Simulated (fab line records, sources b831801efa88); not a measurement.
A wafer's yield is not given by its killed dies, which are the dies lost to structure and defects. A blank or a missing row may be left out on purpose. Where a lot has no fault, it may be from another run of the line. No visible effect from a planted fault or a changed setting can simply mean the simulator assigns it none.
A struck lot beside a sound one | flow gf180mcu | 13 steps out of a route of 602
Sound: the wafers L534.2, L534.3, L534.6. Wafers L542.1, L542.2, L542.6 were the ones struck. The cause is given at the end.
Each step with rows lists, per side, the tool, then ch with its chambers, then its first start. Under that, the readings that differ: sound wafers | struck wafers | difference of the means | sigmas: that difference in standard deviations of wafers without a fault.
alike: same words and numbers on both sides, and readings whose means sit less than 2 such deviations apart. not compared: any withheld reading, any reading some wafer has no value for, any bound like >300 that may hide the same value, and any number with overlapping values for which the record gives no deviation.
The two part at a step that has a row with sigmas, a row that says differs or no value, or rows on one side only. Numbers that don't overlap but have no deviation are shown without sigmas and don't part them. Lack of a reading on every wafer of one side parts them only where that side has two or more wafers.

GF_V1_CD_MEAS_14: target cd 260 nm.
  struck on cd-sem-02, day 24 21:41; sound on cd-sem-01, day 22 11:26
  alike: cd-nm
GF_V1_OVL_MEAS_15:
  struck on overlay-01, day 24 21:48; sound on overlay-02, day 22 11:32
  alike: V1_OVL
then, 1 step without rows for these wafers: GF_V1_ETCH_16 (etches BARC in N2/H2).
GF_V1_ETCH_17: etches SiO2 in C4F8/O2/Ar, stops on TiN, target depth 630 nm.
  sound on rie-diel-02 ch 0,1,2; struck on rie-diel-03 ch 1,3
  alike: oes-product-au
GF_V1_STRIP_18: strips in O2/N2.
  sound on plasma-asher-03 ch 0,1, day 22 11:41; struck on plasma-asher-03 ch 0,1, day 24 21:58
  alike: drypump-motor-current-A, heater-power-w, oes-product-au
  not compared: rf-hours-counter-h
then, 2 steps without rows for these wafers: GF_V1_STRIP_19 (strips in post etch residue remover, time 1200 s); GF_V1_CLEAN_20 (cleans in DIW).
GF_V1_SPUTTER_21: material Ti, target thk 15 nm, time 80.02 s.
  struck on pvd-sputter-04, day 24 22:36; sound on pvd-sputter-01, day 22 12:14
  alike: throttle-valve-pct
GF_V1_SPUTTER_22: material TiN, target thk 10 nm, time 40 s.
  struck on pvd-sputter-04, day 24 22:40; sound on pvd-sputter-01, day 22 12:17
  alike: throttle-valve-pct
GF_V1_CVD_23: deposits W, target thk 350 nm, time 105.05 s.
  sound on cvd-w-02 ch 0,1, day 22 12:20; struck on cvd-w-01 ch 0,1, day 24 22:42
  alike: heater-power-w
GF_V1_RS_MEAS_24: a four-point-probe measurement.
  struck on film-metro-01, day 24 22:49; sound on film-metro-01, day 22 12:28
  alike: V1_W_RS
GF_V1_THK_MEAS_25: measures by xrf.
  struck on film-metro-01, day 24 22:56; sound on film-metro-01, day 22 12:34
  alike: V1_W_THK
GF_V1_CMP_26: polishes, stops on SiO2, t overpolish 15.68 s, target thk 0 nm.
  sound on cmp-01 ch 0,2, day 22 12:40; struck on cmp-02 ch 1,3, day 24 23:15
  no value came back on the struck wafers for any of 6 readings (edge-zone-pressure-frac, head-pressure-psi (psi) and others); on the sound wafers edge-zone-pressure-frac reads 1.007 1.001 1.000
  reading                             | sound             | struck            | difference | sigmas
  model.W_of_V1_CVD_23.thk-nm (nm)    | 0 0 0             | 351.1 350 351.1   | +350.7     |
  model.SiO2_of_V1_CVD_02.thk-nm (nm) | 630.1 628.1 628.6 | 633.4 632.7 635.1 | +4.8       |

WHERE THEY PART
Only at GF_V1_CMP_26, as far as this record shows.

WHY: whatever the simulator had introduced
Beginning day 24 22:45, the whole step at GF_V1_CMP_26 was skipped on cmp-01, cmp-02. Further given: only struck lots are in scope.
